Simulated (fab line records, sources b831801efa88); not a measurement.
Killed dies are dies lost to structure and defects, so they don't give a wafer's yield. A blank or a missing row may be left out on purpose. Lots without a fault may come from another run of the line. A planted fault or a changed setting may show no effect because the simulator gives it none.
Chamber matching | flow gf180mcu | GF_V5_CVD_02 on pecvd-02: 3 sister chambers
The step deposits SiO2 from TEOS, target thk 1450 nm, time 163.28 s. 3 wafers are shown with their chamber, then 10 later ones without.

WAFERS WITH THEIR CHAMBER
wafer  | chamber | heater_power_w (W)
L079.3 | 2       | 655
L083.1 | 0       | 657
L083.3 | 1       | 984

WAFERS WITHOUT THEIR CHAMBER
wafer  | heater_power_w (W)
L083.6 | 538
L086.1 | 1003
L086.3 | 610
L086.6 | 857
L087.3 | 674
L087.4 | 1023
L087.5 | 532
L089.1 | 1060
L089.2 | 694
L089.3 | 600

WHICH CHAMBER EACH WENT THROUGH
wafer  | from the rows above          | in truth
L083.6 | can't be placed: 2 or 0      | 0
L086.1 | 1                            | 1
L086.3 | can't be placed: 2 or 0      | 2
L086.6 | can't be placed: 1 or 0 or 2 | 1
L087.3 | can't be placed: 0 or 2      | 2
L087.4 | 1                            | 1
L087.5 | can't be placed: 2 or 0      | 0
L089.1 | 1                            | 1
L089.2 | can't be placed: 0 or 2      | 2
L089.3 | can't be placed: 2 or 0      | 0
Placed correctly: 3 of 10. Can't be placed from these rows: 7 (the true chamber is among the candidates in 7). Placed wrongly: 0.
How it was worked out, from the rows above alone: a wafer's distance from a chamber is the root of the sum, over the readings, of the square of ((its reading less the chamber's mean) divided by the reading's scatter). The wafer belongs to the nearest chamber; if the next one is less than 2 further off, it can't be placed. A chamber's mean is the mean of its shown wafers. The scatter: with one shown wafer a chamber, the root of the mean of the squares of how far each hidden wafer lies from its nearest shown one.
